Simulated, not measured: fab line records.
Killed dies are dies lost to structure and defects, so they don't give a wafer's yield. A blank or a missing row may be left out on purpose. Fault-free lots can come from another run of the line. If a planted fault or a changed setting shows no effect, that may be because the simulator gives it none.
A struck lot beside a sound one    flow sky130    16 out of 708 route steps
Sound: wafers L206.1, L206.3, L206.6. Struck: wafer L217.2 (L217.1, L217.4, from the same lot, were not struck and are left out); the cause is given at the end.
Order at every step that has rows: each side's tool, ch and its chambers, its first start. Under that, the readings that differ: sound wafers    struck wafers    difference of the means    sigmas: that difference in standard deviations of wafers without a fault.
alike: words and numbers the same on both sides, and readings whose means are apart by under 2 such deviations; not compared: readings that were withheld, readings missing a value for some wafer, numbers with overlapping values and no deviation given by the record, and bounds like >300 which may hide the same value.
The two part at a step that has a row with sigmas, a row that says differs or no value, or rows on one side only. Numbers that don't overlap but have no deviation are shown without sigmas and don't part them. A reading that every wafer of one side lacks parts them only if that side has two wafers or more.

first, 2 steps without rows for these wafers: SKY_CONTACT_PEB_12; SKY_CONTACT_DEVELOP_13 (develop time 60 s).
SKY_CONTACT_CD_MEAS_14: target cd 170 nm.
  sound on cd_sem-01, day 33 05:41; struck on cd_sem-02, day 36 15:37
  alike: cd_nm
SKY_CONTACT_OVL_MEAS_15:
  sound on overlay-01, day 33 05:48; struck on overlay-02, day 36 15:44
  alike: CONTACT_OVL
SKY_CONTACT_ETCH_16: etches BARC in N2/H2, stops on SiO2, time 45.9 s, target depth 60 nm.
  sound on rie_diel-03 ch 0,1,2, day 33 05:50; struck on rie_diel-02 ch 3, day 36 15:47
reading                 sound                 struck  difference  sigmas
throttle_valve_pct (%)  13.228 13.239 13.221  13.206  -0.023      -3
  alike: drypump_motor_current_A, oes_product_au
  not compared: rf_hours_counter_h
SKY_CONTACT_ETCH_17: etches SiO2 in C4F8/O2/Ar, stops on Si3N4, target depth 340 nm.
  sound on rie_diel-03 ch 0,1,2, day 33 05:53; struck on rie_diel-02 ch 3, day 36 15:49
  alike: oes_product_au
SKY_CONTACT_ETCH_18: etches Si3N4 in CHF3/O2, stops on TiN, time 39 s, target depth 75 nm.
  sound on rie_diel-03 ch 0,1,2; struck on rie_diel-02 ch 3
  alike: drypump_motor_current_A, oes_product_au, throttle_valve_pct
  not compared: rf_hours_counter_h
SKY_CONTACT_STRIP_19: strips in O2/N2.
  sound on plasma_asher-03 ch 0,1, day 33 05:58; struck on plasma_asher-04 ch 0, day 36 15:55
  alike: drypump_motor_current_A, oes_product_au, strip_time_to_endpoint_s
  not compared: rf_hours_counter_h
then, 3 steps without rows for these wafers: SKY_CONTACT_STRIP_20 (strips in post etch residue remover, time 1200 s); SKY_CONTACT_CLEAN_21 (cleans in IPA, time 180 s); SKY_CONTACT_CLEAN_22 (cleans in O3/DIW).
SKY_CONTACT_SPUTTER_23: material TiN, target thk 20 nm, time 80 s.
  sound on pvd_sputter-01, day 33 06:35; struck on pvd_sputter-02, day 36 16:31
  alike: throttle_valve_pct
SKY_CONTACT_CVD_24: deposits W, target thk 340 nm, time 102.12 s.
  sound on cvd_w-02 ch 0,1, day 33 06:38; struck on cvd_w-02 ch 0, day 36 16:34
reading                                sound              struck  difference  sigmas
chamber_pressure_Torr (Torr)           39.95 39.86 39.93  35.29   -4.62       -53
model.W_of_CONTACT_CVD_24.thk_nm (nm)  344.1 335.7 347.5  324.4   -18.0       
  alike: heater_power_w
SKY_CONTACT_RS_MEAS_25: a four-point-probe measurement.
  sound on film_metro-04, day 33 06:45; struck on film_metro-01, day 36 16:41
reading                sound              struck  difference  sigmas
CONTACT_W_RS (ohm/sq)  0.334 0.341 0.330  0.355   +0.020      +4
SKY_CONTACT_THK_MEAS_26: measures by xrf.
  sound on film_metro-04, day 33 06:52; struck on film_metro-01, day 36 16:48
reading             sound        struck  difference  sigmas
CONTACT_W_THK (nm)  331 325 334  317     -13         -3
-- the record jumps here: 13 days lie between the struck wafers' starts before and after (it left off in module CONTACT and takes up again in module PAD_OPEN, whose first step shown is number 708 of the route) --
SKY_PAD_OPEN_PROBE_99:
  record: rows for the struck wafers here (prober-01, day 49 15:01), none for the sound ones

== WHERE THEY PART ==
At SKY_CONTACT_ETCH_16 first; at SKY_PAD_OPEN_PROBE_99 last (within this record only).

WHY: whatever the simulator had introduced
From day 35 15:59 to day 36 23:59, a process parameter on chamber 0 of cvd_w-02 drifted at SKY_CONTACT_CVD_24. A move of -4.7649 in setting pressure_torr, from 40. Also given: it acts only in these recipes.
